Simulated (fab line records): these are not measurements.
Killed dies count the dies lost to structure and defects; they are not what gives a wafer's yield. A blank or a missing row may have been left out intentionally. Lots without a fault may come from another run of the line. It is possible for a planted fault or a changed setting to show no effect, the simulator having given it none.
Which tool did it? / flow sky130 / Sampling: 11 lots, 33 wafers, 3 of 708 route steps

== WHAT THE GAUGES SHOWED, per wafer ==
SKY_GATE_OXIDE_OVL_MEAS_10. Usual: GATE_OXIDE_OVL typically reads 0.2 nm, with standard deviation 1.8.
lot=L319; measured=day 13 13:01; on=overlay-01; GATE_OXIDE_OVL (nm)=1.6 0.0 0.7; flag=
lot=L320; measured=day 14 00:08; on=overlay-02; GATE_OXIDE_OVL (nm)=-4.2 -4.6 -2.8; flag=
lot=L322; measured=day 14 07:50; on=overlay-01; GATE_OXIDE_OVL (nm)=2.8 0.5 1.7; flag=
lot=L330; measured=day 17 10:26; on=overlay-01; GATE_OXIDE_OVL (nm)=1.0 2.3 1.2; flag=
lot=L333; measured=day 19 09:00; on=overlay-02; GATE_OXIDE_OVL (nm)=-1.1 -1.1 -0.4; flag=
lot=L336; measured=day 19 20:04; on=overlay-01; GATE_OXIDE_OVL (nm)=3.4 3.6 2.6; flag=
lot=L338; measured=day 20 09:33; on=overlay-01; GATE_OXIDE_OVL (nm)=-0.5 0.5 1.2; flag=
lot=L339; measured=day 20 20:38; on=overlay-01; GATE_OXIDE_OVL (nm)=0.3 0.9 0.3; flag=
lot=L340; measured=day 20 22:05; on=overlay-02; GATE_OXIDE_OVL (nm)=-3.1 -2.9 -1.4; flag=
lot=L341; measured=day 21 09:06; on=overlay-02; GATE_OXIDE_OVL (nm)=0.4 0.6 -0.2; flag=
lot=L342; measured=day 21 19:43; on=overlay-01; GATE_OXIDE_OVL (nm)=2.9 3.0 1.6; flag=

SKY_LI_CONTACT_BOW_MEAS_03. Usual: LI_CONTACT_BOW typically reads 56 um, with standard deviation 7.3.
lot=L319; measured=day 27 12:01; on=film_metro-02; LI_CONTACT_BOW (um)=57 70 41; flag=
lot=L320; measured=day 28 01:56; on=film_metro-01; LI_CONTACT_BOW (um)=52 45 60; flag=
lot=L322; measured=day 28 08:29; on=film_metro-01; LI_CONTACT_BOW (um)=53 55 50; flag=
lot=L330; measured=day 31 10:19; on=film_metro-04; LI_CONTACT_BOW (um)=60 51 58; flag=
lot=L333; measured=day 33 02:25; on=film_metro-01; LI_CONTACT_BOW (um)=57 59 61; flag=
lot=L336; measured=day 33 09:37; on=film_metro-02; LI_CONTACT_BOW (um)=63 49 48; flag=
lot=L338; measured=day 34 05:43; on=film_metro-01; LI_CONTACT_BOW (um)=57 51 51; flag=
lot=L339; measured=day 34 09:47; on=film_metro-01; LI_CONTACT_BOW (um)=61 45 56; flag=
lot=L340; measured=day 34 10:42; on=film_metro-04; LI_CONTACT_BOW (um)=46 56 59; flag=
lot=L341; measured=day 34 22:14; on=film_metro-04; LI_CONTACT_BOW (um)=59 50 42; flag=
lot=L342; measured=day 35 07:52; on=film_metro-02; LI_CONTACT_BOW (um)=53 48 66; flag=

== WHAT TOOL EACH LOT RAN ON (gives the tool, then ch and the chambers of the sampled wafers, and finally the start) ==
lot=L319; SKY_LDD_HVN_STRIP_09=plasma_asher-01 ch 0,1, day 19 23:05
lot=L320; SKY_LDD_HVN_STRIP_09=plasma_asher-04 ch 0,1, day 20 12:02
lot=L322; SKY_LDD_HVN_STRIP_09=plasma_asher-02 ch 0,1, day 20 19:47
lot=L330; SKY_LDD_HVN_STRIP_09=plasma_asher-01 ch 0,1, day 24 05:27
lot=L333; SKY_LDD_HVN_STRIP_09=plasma_asher-04 ch 0, day 25 22:51
lot=L336; SKY_LDD_HVN_STRIP_09=plasma_asher-02 ch 0,1, day 26 09:05
lot=L338; SKY_LDD_HVN_STRIP_09=plasma_asher-04 ch 0,1, day 27 02:48
lot=L339; SKY_LDD_HVN_STRIP_09=plasma_asher-02 ch 0,1, day 27 07:42
lot=L340; SKY_LDD_HVN_STRIP_09=plasma_asher-04 ch 0,1, day 27 10:47
lot=L341; SKY_LDD_HVN_STRIP_09=plasma_asher-02 ch 0,1, day 27 20:02
lot=L342; SKY_LDD_HVN_STRIP_09=plasma_asher-04 ch 0,1, day 28 06:26
- SKY_LDD_HVN_STRIP_09: strips in O2/N2.

== WHAT THE TOOLS THEMSELVES READ (means of the sampled wafers that have a number; where no wafer has one, the mark that the record gives instead) ==
SKY_LDD_HVN_STRIP_09. Usual: chamber_pressure_mTorr 1500.0 mTorr, standard deviation 1.3; drypump_motor_current_A 5.7 A, standard deviation 0.52; oes_product_au 0.408 a.u., standard deviation 0.0042; strip_time_to_endpoint_s 4.135 s, standard deviation 0.015.
lot=L319; tool=plasma_asher-01; chamber_pressure_mTorr (mTorr)=1500.7; drypump_motor_current_A (A)=6.0; oes_product_au (a.u.)=0.409; strip_time_to_endpoint_s (s)=4.129; flag=
lot=L320; tool=plasma_asher-04; chamber_pressure_mTorr (mTorr)=1499.4; drypump_motor_current_A (A)=5.9; oes_product_au (a.u.)=0.408; strip_time_to_endpoint_s (s)=4.139; flag=
lot=L322; tool=plasma_asher-02; chamber_pressure_mTorr (mTorr)=1500.2; drypump_motor_current_A (A)=5.3; oes_product_au (a.u.)=0.409; strip_time_to_endpoint_s (s)=4.127; flag=
lot=L330; tool=plasma_asher-01; chamber_pressure_mTorr (mTorr)=1500.0; drypump_motor_current_A (A)=6.2; oes_product_au (a.u.)=0.407; strip_time_to_endpoint_s (s)=4.148; flag=
lot=L333; tool=plasma_asher-04; chamber_pressure_mTorr (mTorr)=1499.9; drypump_motor_current_A (A)=6.3; oes_product_au (a.u.)=0.405; strip_time_to_endpoint_s (s)=4.143; flag=
lot=L336; tool=plasma_asher-02; chamber_pressure_mTorr (mTorr)=1500.7; drypump_motor_current_A (A)=5.3; oes_product_au (a.u.)=0.407; strip_time_to_endpoint_s (s)=4.129; flag=
lot=L338; tool=plasma_asher-04; chamber_pressure_mTorr (mTorr)=1500.4; drypump_motor_current_A (A)=5.6; oes_product_au (a.u.)=0.401; strip_time_to_endpoint_s (s)=4.145; flag=
lot=L339; tool=plasma_asher-02; chamber_pressure_mTorr (mTorr)=1499.7; drypump_motor_current_A (A)=5.3; oes_product_au (a.u.)=0.410; strip_time_to_endpoint_s (s)=4.135; flag=
lot=L340; tool=plasma_asher-04; chamber_pressure_mTorr (mTorr)=1500.2; drypump_motor_current_A (A)=5.5; oes_product_au (a.u.)=0.405; strip_time_to_endpoint_s (s)=4.148; flag=
lot=L341; tool=plasma_asher-02; chamber_pressure_mTorr (mTorr)=1500.4; drypump_motor_current_A (A)=5.4; oes_product_au (a.u.)=0.405; strip_time_to_endpoint_s (s)=4.110; flag=
lot=L342; tool=plasma_asher-04; chamber_pressure_mTorr (mTorr)=1500.8; drypump_motor_current_A (A)=5.9; oes_product_au (a.u.)=0.409; strip_time_to_endpoint_s (s)=4.156; flag=

== THE ANSWER, worked out from the rows above alone ==
Rule: take the mean of a lot's wafers that have a number; if it is more than 3 standard deviations from the usual mean, the lot is off. A lot without any number at a reading at which 4 lots or more have one is off too. Where the step has rows for the other lots, those lots are counted as sound. Order of review: gauges by route order, followed by the tools' own readings, for which a lot's mean as printed above is used. The first step at which some lot is off is used, and at that step the reading that is off furthest; a lot without a number counts as furthest.
No lot is off at any reading shown: from this, nothing can be told.

== WHAT THE SIMULATOR HAD INSERTED ==
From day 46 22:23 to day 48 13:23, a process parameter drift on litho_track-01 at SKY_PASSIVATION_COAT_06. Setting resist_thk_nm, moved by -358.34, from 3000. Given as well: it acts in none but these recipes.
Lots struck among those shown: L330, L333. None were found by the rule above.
